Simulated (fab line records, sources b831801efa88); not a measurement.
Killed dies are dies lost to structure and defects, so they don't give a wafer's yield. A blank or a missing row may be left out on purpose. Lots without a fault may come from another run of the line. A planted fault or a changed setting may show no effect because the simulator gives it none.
Chamber matching | flow gf180mcu | GF_V1_CMP_04 on cmp-02: 4 sister chambers
The step polishes SiO2. 4 wafers are shown with their chamber, then 8 later ones without.

WAFERS WITH THEIR CHAMBER
wafer  | chamber | motor_current_A (A)
L083.5 | 1       | 12.1
L089.4 | 2       | 13.2
L093.6 | 3       | 10.5
L095.1 | 0       | 11.3

WAFERS WITHOUT THEIR CHAMBER
wafer  | motor_current_A (A)
L095.4 | 13.6
L095.6 | 13.2
L096.1 | 12.5
L096.2 | 13.3
L096.6 | 10.9
L097.4 | 11.3
L097.5 | 13.5
L097.6 | 11.5

WHICH CHAMBER EACH WENT THROUGH
wafer  | from the rows above     | in truth
L095.4 | 2                       | 2
L095.6 | 2                       | 2
L096.1 | can't be placed: 1 or 2 | 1
L096.2 | 2                       | 2
L096.6 | can't be placed: 0 or 3 | 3
L097.4 | 0                       | 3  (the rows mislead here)
L097.5 | 2                       | 2
L097.6 | can't be placed: 0 or 1 | 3
Placed correctly: 4 of 8. Can't be placed from these rows: 3 (the true chamber is among the candidates in 2). Placed wrongly: 1.
How it was worked out, from the rows above alone: a wafer's distance from a chamber is the root of the sum, over the readings, of the square of ((its reading less the chamber's mean) divided by the reading's scatter). The wafer belongs to the nearest chamber; if the next one is less than 2 further off, it can't be placed. A chamber's mean is the mean of its shown wafers. The scatter: with one shown wafer a chamber, the root of the mean of the squares of how far each hidden wafer lies from its nearest shown one.
